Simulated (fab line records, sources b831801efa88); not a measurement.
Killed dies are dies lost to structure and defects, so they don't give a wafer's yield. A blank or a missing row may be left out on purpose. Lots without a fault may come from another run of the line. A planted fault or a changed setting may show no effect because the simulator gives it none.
fab line records | flow sky130
record lots=11 wafers=33 last_day=51
route steps=708 shown FIELD_ISO@1 METAL1@452 PAD_OPEN@708
lots that met no fault: from a run of the same line without faults
start_h: hours from the record's first day to the start of the lot's first wafer shown | wait_h: hours since the lot's step before | " the same as in the row above | L1.1+2: a row that stands for several wafers | - no value, or no start given | * or withheld: withheld | < > ~ a bound
route shown NAME@n: a module of which the file shows steps, and the number in the route of the first | usual: mean/standard deviation of fault-free wafers | same: alike in all rows | chamber/n: place in a boat | sites: the reading at each site | _std_site: their standard deviation | _edge_site: outer sites' mean less inner sites' | radius_mm: how far each site lies from the wafer's centre | mask NAME#n: copy n | behind: the tool/chamber that last shaped the wafer | hold: why the lot was held/for how many hours/how that ended | device: the transistor (n, p or np) that didn't switch | end of line: the same wafers' tests at the end of the route | a step without rows: its recipe alone | killed: dies lost to structure and defects at the first sort, not the wafer's yield | map: a wafer's dies, x killed, . not, _ none there
set.NAME: the setting as run; set.NAME@STEP: as run at that earlier step | model.NAME: the simulator's own value behind a step, which no gauge read
steps of the route over a sample of lots; a table a step, a row a wafer
services: from which hour (start_h, from the record's first day; less than 0 if before it) a tool's chamber was out of use, for how many hours, and why
## steps
# step SKY_FIELD_ISO_BOW_MEAS_00
# recipe mode=bow
# usual INCOMING_BOW=1/6.2
# columns lot.wafer tool chamber start_h wait_h INCOMING_BOW[um]
L180.2 film_metro-03 - 10.02 - -1
L180.3 " - " " 6
L180.6 " - " " 9
L182.2 film_metro-02 - 20.02 - 5
L182.4 " - " " 8
L182.5 " - " " 8
L183.2 film_metro-02 - 25.02 - -3
L183.4 " - " " 2
L183.6 " - " " 8
L184.4 film_metro-03 - 30.06 - 13
L184.5 " - " " -4
L184.6 " - " " -4
L188.1 film_metro-02 - 50.00 - 0
L188.2 " - " " -2
L188.6 " - " " 1
L190.1 film_metro-03 - 60.00 - -7
L190.2 " - " " 6
L190.4 " - " " 9
L194.1 film_metro-02 - 80.00 - -2
L194.3 " - " " -4
L194.6 " - " " 0
L196.1 film_metro-04 - 90.00 - 6
L196.2 " - " " -6
L196.6 " - " " -4
L198.3 film_metro-03 - 100.04 - 4
L198.4 " - " " 10
L198.5 " - " " -2
L202.1 film_metro-02 - 120.00 - 1
L202.2 " - " " 0
L202.6 " - " " -2
L203.2 film_metro-04 - 125.02 - 0
L203.3 " - " " 6
L203.5 " - " " 0
# step SKY_FIELD_ISO_ETCH_14
# recipe chemistry=N2/H2 target=BARC ion_energy_ev=200 source_w=500 bias_w=100 pressure_mtorr=30 n2_flow_sccm=100 h2_flow_sccm=200 stop_on=SiO2 time_s=45.9 target_depth_a=600
# usual drypump_motor_current_A=5.9/0.42 oes_product_au=0.854/0.0044 rf_fwd_power_W=494.9/2.3 throttle_valve_pct=13.225/0.0097
# same time_s=45.9
# columns lot.wafer tool chamber start_h wait_h drypump_motor_current_A oes_product_au rf_fwd_power_W rf_hours_counter_h throttle_valve_pct
L180.2 rie_diel-01 2 29.64 0.1 5.6 0.851 494.3 73 13.210
L180.3 " 3 " " 5.4 0.840 495.6 125 13.233
L180.6 " 2 " " 5.7 0.858 493.2 - 13.230
L182.2 rie_diel-04 0 39.33 0.1 5.9 0.848 497.9 165 13.222
L182.4 " 1 " " 6.2 0.853 495.6 128 13.217
L182.5 " 0 " " 5.9 0.864 497.6 - 13.229
L183.2 rie_diel-04 0 44.59 0.1 5.9 0.861 494.2 165 13.216
L183.4 " 3 " " 6.3 0.855 492.2 114 13.222
L183.6 " 1 " " 6.2 0.850 498.2 - 13.223
L184.4 rie_diel-02 0 52.19 0.0 5.5 0.859 492.3 100 13.257
L184.5 " 0 " " 5.5 0.858 493.3 - 13.197
L184.6 " 1 " " 5.0 0.853 496.6 - 13.221
L188.1 rie_diel-04 0 75.13 0.1 5.9 0.855 495.1 165 13.237
L188.2 " 2 " " 6.3 0.858 495.2 36 13.219
L188.6 " 1 " " 6.2 0.858 494.3 - 13.231
L190.1 rie_diel-02 3 81.80 0.1 6.6 0.852 492.7 4 13.224
L190.2 " 0 " " 5.5 0.863 495.0 100 13.223
L190.4 " 2 " " 5.9 0.853 492.4 28 13.220
L194.1 rie_diel-04 2 101.45 0.1 6.2 0.857 494.5 36 13.222
L194.3 " 3 " " 6.3 0.850 493.0 115 13.244
L194.6 " 2 " " 6.2 0.853 496.1 - 13.215
L196.1 rie_diel-01 3 113.35 0.1 5.4 0.858 495.4 127 13.224
L196.2 " 1 " " 5.7 0.851 496.2 114 13.223
L196.6 " 2 " " 5.7 0.858 494.4 - 13.228
L198.3 rie_diel-01 3 125.14 0.1 5.4 0.852 493.7 127 13.245
L198.4 " 0 " " 6.4 0.847 495.5 151 13.222
L198.5 " 3 " " 5.4 0.848 494.4 - 13.214
L202.1 rie_diel-04 1 148.08 0.1 6.2 0.852 498.1 130 13.224
L202.2 " 0 " " 5.9 0.852 500.0 1 13.221
L202.6 " 0 " " 5.9 0.854 499.3 - 13.229
L203.2 rie_diel-01 2 154.44 0.1 5.7 0.857 497.0 76 13.235
L203.3 " 3 " " 5.4 0.855 495.0 128 13.225
L203.5 " 1 " " 5.7 0.853 494.6 - 13.236
# step SKY_FIELD_ISO_ETCH_15
# recipe chemistry=CHF3/O2 target_depth_nm=180 stop_on=Si source_w=600 bias_w=200 pressure_mtorr=40 chf3_flow_sccm=50 O2_flow_sccm=5 time_s=72
# usual drypump_motor_current_A=5.9/0.42 oes_product_au=0.948/0.0072 rf_fwd_power_W=595.6/2.6 throttle_valve_pct=8.845/0.01
# same time_s=72
# columns lot.wafer tool chamber start_h wait_h drypump_motor_current_A oes_product_au rf_fwd_power_W rf_hours_counter_h throttle_valve_pct
L180.2 rie_diel-01 2 29.68 0.0 5.7 0.952 599.0 73 8.847
L180.3 " 3 " " 5.4 0.945 595.4 125 8.848
L180.6 " 2 " " 5.7 0.940 599.9 - 8.840
L182.2 rie_diel-04 0 39.37 0.0 5.9 0.961 596.0 165 8.865
L182.4 " 1 " " 6.2 0.947 594.6 128 8.856
L182.5 " 0 " " 5.9 0.946 595.9 - 8.856
L183.2 rie_diel-04 0 44.63 0.0 5.9 0.956 597.7 165 8.839
L183.4 " 3 " " 6.3 0.950 594.2 114 8.834
L183.6 " 1 " " 6.2 0.950 596.3 - 8.845
L184.4 rie_diel-02 0 52.23 0.0 5.5 0.945 594.9 100 8.840
L184.5 " 0 " " 5.5 0.938 596.3 - 8.845
L184.6 " 1 " " 4.9 0.942 594.7 - 8.851
L188.1 rie_diel-04 0 75.17 0.0 5.9 0.937 595.1 165 8.868
L188.2 " 2 " " 6.2 0.948 597.4 36 8.854
L188.6 " 1 " " 6.2 0.936 597.5 - 8.841
L190.1 rie_diel-02 3 81.84 0.0 6.5 0.937 593.0 4 8.845
L190.2 " 0 " " 5.5 0.930 593.3 100 8.838
L190.4 " 2 " " 5.9 0.929 591.8 28 8.820
L194.1 rie_diel-04 2 101.49 0.0 6.2 0.945 594.6 36 8.855
L194.3 " 3 " " 6.3 0.947 592.8 115 8.838
L194.6 " 2 " " 6.2 0.948 596.7 - 8.837
L196.1 rie_diel-01 3 113.39 0.0 5.4 0.959 594.3 127 8.852
L196.2 " 1 " " 5.7 0.950 592.9 114 8.838
L196.6 " 2 " " 5.7 0.968 597.3 - 8.856
L198.3 rie_diel-01 3 125.18 0.0 5.4 0.950 595.1 127 8.860
L198.4 " 0 " " 6.4 0.948 595.2 151 8.855
L198.5 " 3 " " 5.4 0.953 596.0 - 8.857
L202.1 rie_diel-04 1 148.12 0.0 6.2 0.944 598.1 130 8.852
L202.2 " 0 " " 5.9 0.944 594.8 1 8.839
L202.6 " 0 " " 5.9 0.953 595.8 - 8.819
L203.2 rie_diel-01 2 154.48 0.0 5.7 0.947 601.3 76 8.853
L203.3 " 3 " " 5.4 0.939 594.7 128 8.847
L203.5 " 1 " " 5.7 0.954 594.0 - 8.848
# step SKY_METAL1_ETCH_18
# recipe chemistry=N2/H2 target=BARC ion_energy_ev=200 bias_w=100 pressure_mtorr=30 n2_flow_sccm=100 h2_flow_sccm=200 icp_w=500 stop_on=SiO2 time_s=45.9 target_depth_a=600
# usual drypump_motor_current_A=5.7/0.52 oes_product_au=0.855/0.0048 rf_fwd_power_W=494.7/1.9 throttle_valve_pct=13.224/0.0088
# same time_s=45.9
# columns lot.wafer tool chamber start_h wait_h drypump_motor_current_A oes_product_au rf_fwd_power_W rf_hours_counter_h throttle_valve_pct
L180.2 rie_metal-01 0 780.09 0.0 6.4 0.860 497.5 11 13.221
L180.3 " 0 " " 6.4 0.856 493.9 - 13.215
L180.6 " 0 " " 6.4 0.862 495.7 - 13.229
L182.2 rie_metal-04 0 798.41 0.1 6.1 0.858 495.2 - 13.223
L182.4 " 0 " " 6.1 0.857 495.4 - 13.222
L182.5 " 0 " " 6.2 0.860 496.0 - 13.230
L184.4 rie_metal-03 0 810.28 0.0 6.1 0.855 498.0 - 13.229
L184.5 " 0 " " 6.1 0.847 495.9 - 13.241
L184.6 " 1 " " 5.0 0.854 496.8 - 13.225
L183.2 rie_metal-04 1 813.71 0.0 5.3 0.857 490.7 11 13.246
L183.4 " 0 " " 6.1 0.849 494.2 - 13.219
L183.6 " 0 " " 6.2 0.849 496.7 - 13.234
L188.1 rie_metal-04 0 839.54 0.0 6.1 0.856 493.6 15 13.233
L188.2 " 1 " " 5.3 0.853 411.0 11 13.227
L188.6 " 1 " " 5.3 0.858 411.0 - 13.224
L190.1 rie_metal-04 0 859.01 0.0 6.1 0.860 494.2 15 13.224
L190.2 " 1 " " 5.3 0.862 413.1 12 13.217
L190.4 " 0 " " 6.1 0.868 493.8 - 13.217
L194.1 rie_metal-03 1 884.86 0.0 5.0 0.855 492.1 4 13.219
L194.3 " 1 " " 5.0 0.859 492.2 - 13.214
L194.6 " 0 " " 6.1 0.851 499.4 - 13.219
L196.1 rie_metal-01 0 900.16 0.0 6.4 0.857 496.8 16 13.226
L196.2 " 1 " " 5.3 0.847 495.3 1 13.229
L196.6 " 0 " " 6.4 0.856 493.6 - 13.219
L198.3 rie_metal-01 1 912.48 0.0 5.3 0.852 495.6 - 13.235
L198.4 " 0 " " 6.4 0.854 493.6 - 13.204
L198.5 " 1 " " 5.3 0.858 496.9 - 13.230
L202.1 rie_metal-01 1 942.89 0.1 5.3 0.861 494.3 3 13.216
L202.2 " 1 " " 5.3 0.856 494.5 - 13.220
L202.6 " 1 " " 5.3 0.860 496.4 - 13.224
L203.2 rie_metal-03 0 950.94 0.0 6.1 0.854 495.1 12 13.216
L203.3 " 0 " " 6.1 0.854 493.9 - 13.216
L203.5 " 1 " " 5.0 0.853 495.1 - 13.217
# step SKY_PAD_OPEN_PROBE_99
# usual defect_limited_yield=82.5/2 killed_at_M0_to_M3=44/6.9 killed_at_M4_up=3.1/1.7 killed_at_contacts=25/5.6 killed_at_front_end=14/4.3 killed_at_other=0.3/0.51 killed_dies=86/9.8 killed_open=47/6.5 killed_short=39/6.6 sort_bin_3_pad_short=0.8/0.46 sort_bin_5_function=10.3/1.5 sort_bin_6_memory=6.4/1 sort_n_pass=406/9.8 sort_yield_pct=82.5/2
# same gross_dies=492 killed_at_back_side=0 sort_bin_4_leakage[%]=0 sort_bin_8_speed[%]=0
# columns lot.wafer tool chamber start_h wait_h defect_limited_yield[%] killed_at_M0_to_M3 killed_at_M4_up killed_at_contacts killed_at_front_end killed_at_other killed_dies killed_open killed_short sort_bin_3_pad_short[%] sort_bin_5_function[%] sort_bin_6_memory[%] sort_n_pass sort_yield_pct[%]
L180.2 prober-02 - 1092.58 0.1 78.9 41 5 36 21 1 104 54 50 1.8 12.8 6.5 388 78.9
L180.3 prober-02 - 1092.63 0.2 80.3 47 0 26 24 0 97 50 47 1.6 9.8 8.3 395 80.3
L180.6 prober-02 - 1092.78 0.2 81.3 47 2 26 17 0 92 58 34 0.8 9.3 8.5 400 81.3
L182.2 prober-02 - 1112.53 0.1 81.7 42 6 24 18 0 90 50 40 0.8 12.0 5.5 402 81.7
L182.4 prober-02 - 1112.63 0.2 81.3 48 2 23 19 0 92 47 45 1.0 11.8 5.9 400 81.3
L182.5 prober-02 - 1112.68 0.2 83.3 39 6 19 18 0 82 39 43 0.4 9.8 6.5 410 83.3
L184.4 prober-01 - 1116.66 0.2 78.0 51 2 35 20 0 108 68 40 1.0 13.8 7.1 384 78.0
L184.5 prober-01 - 1116.71 0.2 84.8 52 2 16 5 0 75 42 33 0.6 8.3 6.3 417 84.8
L184.6 prober-01 - 1116.76 0.2 81.7 49 4 25 12 0 90 49 41 1.2 9.3 7.7 402 81.7
L183.2 prober-02 - 1120.72 0.1 83.9 46 2 25 6 0 79 44 35 1.4 8.7 5.9 413 83.9
L183.4 prober-02 - 1120.82 0.2 84.1 39 4 24 11 0 78 44 34 0.2 9.6 6.1 414 84.1
L183.6 prober-02 - 1120.92 0.2 78.9 50 4 34 16 0 104 54 50 1.0 12.2 7.9 388 78.9
L188.1 prober-02 - 1140.72 0.1 80.5 50 5 23 18 0 96 58 38 0.6 12.6 6.3 396 80.5
L188.2 prober-02 - 1140.77 0.1 82.1 46 5 18 18 1 88 48 40 0.8 11.0 6.1 404 82.1
L188.6 prober-02 - 1140.97 0.2 85.6 35 3 20 13 0 71 44 27 0.6 9.1 4.7 421 85.6
L190.1 prober-02 - 1154.87 0.1 82.5 48 4 24 10 0 86 47 39 1.6 11.2 4.7 406 82.5
L190.2 prober-02 - 1154.92 0.1 84.8 37 7 20 11 0 75 31 44 0.6 10.0 4.7 417 84.8
L190.4 prober-02 - 1155.02 0.2 81.9 54 3 15 17 0 89 45 44 1.2 10.2 6.7 403 81.9
L194.1 prober-02 - 1172.87 0.1 83.7 35 2 26 16 1 80 47 33 0.2 8.7 7.3 412 83.7
L194.3 prober-02 - 1172.97 0.2 84.6 27 1 29 19 0 76 49 27 0.4 9.6 5.5 416 84.6
L194.6 prober-02 - 1173.12 0.2 82.9 45 3 22 14 0 84 36 48 0.4 10.0 6.7 408 82.9
L196.1 prober-02 - 1181.77 0.1 82.9 37 2 25 19 1 84 45 39 2.4 8.3 6.3 408 82.9
L196.2 prober-02 - 1181.82 0.1 82.1 48 5 20 14 1 88 42 46 0.8 7.9 9.1 404 82.1
L196.6 prober-02 - 1182.02 0.2 79.9 61 6 20 12 0 99 60 39 1.0 10.0 9.1 393 79.9
L202.1 prober-01 - 1209.94 0.1 87.6 34 3 17 7 0 61 39 22 0.4 7.5 4.5 431 87.6
L202.2 prober-01 - 1209.99 0.1 83.3 32 3 26 21 0 82 47 35 1.0 9.8 5.9 410 83.3
L202.6 prober-01 - 1210.19 0.2 83.7 36 4 30 9 1 80 50 30 0.6 8.5 7.1 412 83.7
L198.3 prober-02 - 1211.60 0.2 85.4 40 2 23 7 0 72 41 31 0.8 8.9 4.9 420 85.4
L198.4 prober-02 - 1211.65 0.2 83.9 55 2 15 7 0 79 41 38 0.6 8.7 6.7 413 83.9
L198.5 prober-02 - 1211.70 0.2 84.6 33 5 25 13 0 76 49 27 0.4 8.3 6.7 416 84.6
L203.2 prober-02 - 1214.58 0.1 82.7 51 2 18 14 0 85 38 47 0.4 11.4 5.5 407 82.7
L203.3 prober-02 - 1214.63 0.2 80.3 51 2 25 19 0 97 43 54 1.8 10.6 7.3 395 80.3
L203.5 prober-02 - 1214.73 0.2 83.9 40 1 20 17 1 79 42 37 0.8 8.7 6.5 413 83.9
# killed by level:class
L180.2 CONTACT:geometric_particle:open=15 CONTACT:geometric_particle:short=11 VIA1:geometric_particle:open=9 VIA3:geometric_particle:open=7 FIELD_ISO:geometric_particle:short=6 METAL2:geometric_particle:short=6 VIA2:geometric_particle:open=4 POLY_GATE:geometric_particle:short=4
L180.3 FIELD_ISO:geometric_particle:short=8 VIA1:geometric_particle:open=8 METAL2:geometric_particle:short=8 CONTACT:geometric_particle:short=7 CONTACT:geometric_particle:open=7 FIELD_ISO:geometric_particle:open=6 VIA3:geometric_particle:open=6 VIA2:geometric_particle:open=6
L180.6 VIA3:geometric_particle:open=11 CONTACT:geometric_particle:open=10 VIA1:geometric_particle:open=8 VIA2:geometric_particle:open=8 LI_CONTACT:geometric_particle:open=6 CONTACT:geometric_particle:short=5 VIA1:geometric_particle:short=5 FIELD_ISO:geometric_particle:open=4
L182.2 VIA1:geometric_particle:open=13 CONTACT:geometric_particle:open=8 METAL1:geometric_particle:short=8 LI_CONTACT:geometric_particle:open=7 FIELD_ISO:geometric_particle:open=6 LOCAL_INTERCONNECT:geometric_particle:short=6 METAL4:geometric_particle:short=6 FIELD_ISO:geometric_particle:short=5
L182.4 VIA1:geometric_particle:open=11 VIA3:geometric_particle:open=11 LI_CONTACT:geometric_particle:open=7 CONTACT:geometric_particle:open=7 VIA1:geometric_particle:short=7 FIELD_ISO:geometric_particle:short=5 LOCAL_INTERCONNECT:geometric_particle:short=5 METAL1:geometric_particle:short=5
L182.5 METAL1:geometric_particle:short=8 VIA1:geometric_particle:open=7 FIELD_ISO:geometric_particle:short=6 VIA1:geometric_particle:short=6 LI_CONTACT:geometric_particle:open=6 CONTACT:geometric_particle:open=5 VIA2:geometric_particle:open=5 FIELD_ISO:geometric_particle:open=4
L184.4 LI_CONTACT:geometric_particle:open=14 VIA1:geometric_particle:open=12 VIA3:geometric_particle:open=11 CONTACT:geometric_particle:open=10 VIA2:geometric_particle:open=8 VIA2:geometric_particle:short=6 FIELD_ISO:geometric_particle:short=5 POLY_GATE:geometric_particle:short=5
L184.5 VIA1:geometric_particle:open=11 CONTACT:geometric_particle:open=8 VIA3:geometric_particle:open=8 METAL1:geometric_particle:short=7 VIA1:geometric_particle:short=6 VIA3:geometric_particle:short=5 VIA2:geometric_particle:open=4 LI_CONTACT:geometric_particle:open=3
L184.6 VIA1:geometric_particle:open=11 CONTACT:geometric_particle:open=9 VIA2:geometric_particle:open=8 LI_CONTACT:geometric_particle:open=7 VIA3:geometric_particle:open=6 POLY_GATE:geometric_particle:short=5 CONTACT:geometric_particle:short=5 METAL1:geometric_particle:short=5
L183.2 VIA1:geometric_particle:open=12 VIA3:geometric_particle:open=10 LI_CONTACT:geometric_particle:open=8 CONTACT:geometric_particle:open=8 LI_CONTACT:geometric_particle:short=6 VIA1:geometric_particle:short=5 METAL2:geometric_particle:short=5 METAL1:geometric_particle:short=4
L183.4 LI_CONTACT:geometric_particle:open=12 VIA1:geometric_particle:open=9 METAL1:geometric_particle:short=9 POLY_GATE:geometric_particle:open=6 CONTACT:geometric_particle:open=6 METAL2:geometric_particle:short=4 VIA2:geometric_particle:open=4 POLY_GATE:geometric_particle:short=3
L183.6 CONTACT:geometric_particle:open=13 VIA1:geometric_particle:open=12 LI_CONTACT:geometric_particle:open=12 METAL1:geometric_particle:short=11 METAL2:geometric_particle:short=8 POLY_GATE:geometric_particle:open=5 METAL3:geometric_particle:short=4 CONTACT:geometric_particle:short=4
L188.1 VIA2:geometric_particle:open=13 VIA1:geometric_particle:open=11 CONTACT:geometric_particle:open=8 POLY_GATE:geometric_particle:open=7 LI_CONTACT:geometric_particle:open=7 VIA3:geometric_particle:open=6 VIA1:geometric_particle:short=6 FIELD_ISO:geometric_particle:open=4
L188.2 VIA1:geometric_particle:open=12 POLY_GATE:geometric_particle:open=9 VIA1:geometric_particle:short=7 VIA3:geometric_particle:open=7 METAL1:geometric_particle:short=6 CONTACT:geometric_particle:open=5 FIELD_ISO:geometric_particle:open=4 LI_CONTACT:geometric_particle:open=4
L188.6 VIA3:geometric_particle:open=10 VIA2:geometric_particle:open=8 VIA1:geometric_particle:open=6 CONTACT:geometric_particle:open=6 FIELD_ISO:geometric_particle:open=5 POLY_GATE:geometric_particle:short=4 LOCAL_INTERCONNECT:geometric_particle:short=4 METAL1:geometric_particle:short=4
L190.1 CONTACT:geometric_particle:open=12 VIA1:geometric_particle:short=10 VIA2:geometric_particle:open=8 VIA1:geometric_particle:open=7 METAL1:geometric_particle:short=6 METAL2:geometric_particle:short=6 VIA3:geometric_particle:open=4 LI_CONTACT:geometric_particle:open=4
L190.2 METAL2:geometric_particle:short=10 CONTACT:geometric_particle:open=9 VIA1:geometric_particle:short=9 LOCAL_INTERCONNECT:geometric_particle:short=5 VIA1:geometric_particle:open=5 POLY_GATE:geometric_particle:open=4 METAL4:geometric_particle:short=4 CONTACT:geometric_particle:short=3
L190.4 VIA1:geometric_particle:open=16 VIA3:geometric_particle:open=6 METAL1:geometric_particle:short=6 VIA1:geometric_particle:short=6 LI_CONTACT:geometric_particle:open=5 CONTACT:geometric_particle:short=5 VIA2:geometric_particle:open=5 FIELD_ISO:geometric_particle:short=4
L194.1 VIA1:geometric_particle:open=9 CONTACT:geometric_particle:open=9 LI_CONTACT:geometric_particle:short=6 LI_CONTACT:geometric_particle:open=6 VIA2:geometric_particle:open=6 FIELD_ISO:geometric_particle:short=5 POLY_GATE:geometric_particle:open=5 VIA3:geometric_particle:open=5
L194.3 CONTACT:geometric_particle:open=9 FIELD_ISO:geometric_particle:open=7 LI_CONTACT:geometric_particle:open=7 POLY_GATE:geometric_particle:open=6 LOCAL_INTERCONNECT:geometric_particle:short=5 VIA1:geometric_particle:open=5 METAL2:geometric_particle:short=5 VIA3:geometric_particle:open=5
L194.6 METAL1:geometric_particle:short=11 LI_CONTACT:geometric_particle:open=7 LOCAL_INTERCONNECT:geometric_particle:short=6 VIA1:geometric_particle:short=6 VIA1:geometric_particle:open=6 VIA2:geometric_particle:open=5 VIA3:geometric_particle:open=5 FIELD_ISO:geometric_particle:short=4
L196.1 VIA3:geometric_particle:open=9 LI_CONTACT:geometric_particle:open=8 CONTACT:geometric_particle:open=7 LOCAL_INTERCONNECT:geometric_particle:short=5 FIELD_ISO:geometric_particle:open=4 FIELD_ISO:geometric_particle:short=4 CONTACT:geometric_particle:short=4 VIA1:geometric_particle:open=4
L196.2 CONTACT:geometric_particle:open=10 METAL1:geometric_particle:short=9 VIA2:geometric_particle:open=8 VIA1:geometric_particle:open=7 VIA1:geometric_particle:short=5 METAL2:geometric_particle:short=5 FIELD_ISO:geometric_particle:short=4 CONTACT:geometric_particle:short=4
L196.6 VIA2:geometric_particle:open=12 CONTACT:geometric_particle:open=11 VIA1:geometric_particle:open=10 VIA3:geometric_particle:open=8 METAL1:geometric_particle:short=7 VIA2:geometric_particle:short=5 METAL3:geometric_particle:short=4 METAL4:geometric_particle:short=4
L202.1 VIA1:geometric_particle:open=16 CONTACT:geometric_particle:open=5 LOCAL_INTERCONNECT:geometric_particle:short=5 VIA3:geometric_particle:open=4 POLY_GATE:geometric_particle:open=3 LI_CONTACT:geometric_particle:open=3 VIA1:geometric_particle:short=3 LI_CONTACT:geometric_particle:short=2
L202.2 VIA1:geometric_particle:open=12 CONTACT:geometric_particle:open=9 POLY_GATE:geometric_particle:open=8 LI_CONTACT:geometric_particle:open=6 LI_CONTACT:geometric_particle:short=5 FIELD_ISO:geometric_particle:short=4 POLY_GATE:geometric_particle:short=4 VIA3:geometric_particle:open=4
L202.6 CONTACT:geometric_particle:open=11 VIA3:geometric_particle:open=9 LI_CONTACT:geometric_particle:open=8 CONTACT:geometric_particle:short=7 VIA1:geometric_particle:open=6 METAL2:geometric_particle:short=6 POLY_GATE:geometric_particle:open=5 METAL3:geometric_particle:short=3
L198.3 LI_CONTACT:geometric_particle:open=8 CONTACT:geometric_particle:short=7 VIA3:geometric_particle:open=7 VIA1:geometric_particle:open=7 VIA2:geometric_particle:open=6 CONTACT:geometric_particle:open=5 FIELD_ISO:geometric_particle:open=4 METAL1:geometric_particle:short=4
L198.4 METAL2:geometric_particle:short=11 VIA1:geometric_particle:open=10 VIA2:geometric_particle:open=10 METAL1:geometric_particle:short=9 LI_CONTACT:geometric_particle:open=5 FIELD_ISO:geometric_particle:open=4 LI_CONTACT:geometric_particle:short=4 VIA2:geometric_particle:short=4
L198.5 CONTACT:geometric_particle:open=12 LI_CONTACT:geometric_particle:open=7 VIA2:geometric_particle:open=7 VIA1:geometric_particle:open=6 FIELD_ISO:geometric_particle:short=4 FIELD_ISO:geometric_particle:open=4 VIA3:geometric_particle:open=4 VIA3:geometric_particle:short=4
L203.2 VIA2:geometric_particle:open=12 METAL1:geometric_particle:short=9 METAL2:geometric_particle:short=7 POLY_GATE:geometric_particle:short=6 VIA3:geometric_particle:open=6 CONTACT:geometric_particle:open=6 CONTACT:geometric_particle:short=6 VIA1:geometric_particle:short=6
L203.3 VIA1:geometric_particle:open=12 CONTACT:geometric_particle:open=11 METAL2:geometric_particle:short=9 CONTACT:geometric_particle:short=6 POLY_GATE:geometric_particle:short=5 LOCAL_INTERCONNECT:geometric_particle:short=5 METAL1:geometric_particle:short=5 VIA1:geometric_particle:short=5
L203.5 VIA2:geometric_particle:open=11 VIA1:geometric_particle:open=8 FIELD_ISO:geometric_particle:short=7 CONTACT:geometric_particle:open=7 VIA3:geometric_particle:open=5 LI_CONTACT:geometric_particle:open=5 VIA1:geometric_particle:short=5 METAL2:geometric_particle:short=5
## services
# columns tool chamber start_h hours kind
rie_diel-04 - 20.28 1.0 repair
rie_diel-04 3 190.05 9.5 repair
rie_diel-01 - 227.67 0.5 repair
rie_diel-04 - 234.39 28.1 pm
rie_diel-01 1 243.86 42.0 repair
rie_diel-01 2 334.26 6.9 repair
rie_diel-04 - 358.93 0.6 repair
rie_diel-04 1 392.41 7.3 repair
rie_diel-01 - 409.39 0.5 repair
rie_diel-01 2 431.79 2.5 repair
rie_diel-01 3 437.32 3.1 repair
rie_diel-04 - 447.91 2.8 pm
rie_diel-01 - 453.17 0.2 repair
rie_diel-01 - 515.26 0.2 repair
rie_diel-04 0 624.64 5.5 repair
rie_diel-04 3 631.98 5.3 repair
rie_diel-01 - 640.30 2.6 repair
rie_diel-01 0 651.38 11.2 repair
rie_diel-04 - 783.88 1.3 repair
rie_diel-01 0 800.62 8.4 repair
rie_diel-04 - 839.73 15.6 pm
rie_diel-04 0 873.22 8.3 repair
rie_diel-04 1 908.99 4.2 repair
rie_diel-04 3 938.93 5.9 repair
## key
first_sign step=SKY_METAL1_ETCH_18 reading=rf_fwd_power_W direction=down sigmas=44 usual=494.7 struck=411.7
effect none on later readings
met_at SKY_METAL1_ETCH_18
struck_lots L188,L190
struck_wafers L188.2,L188.6,L190.2
not_acting_at SKY_FIELD_ISO_BOW_MEAS_00,SKY_FIELD_ISO_ETCH_14,SKY_FIELD_ISO_ETCH_15
onset_between 813.71 839.54
fault kind=process_parameter_drift tool=rie_metal-04 chamber=1 onset_h=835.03 steps=SKY_METAL1_ETCH_18 channel=icp_w offset=-80 shape=step end_h=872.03 acts_in=these_recipes_only stated=500
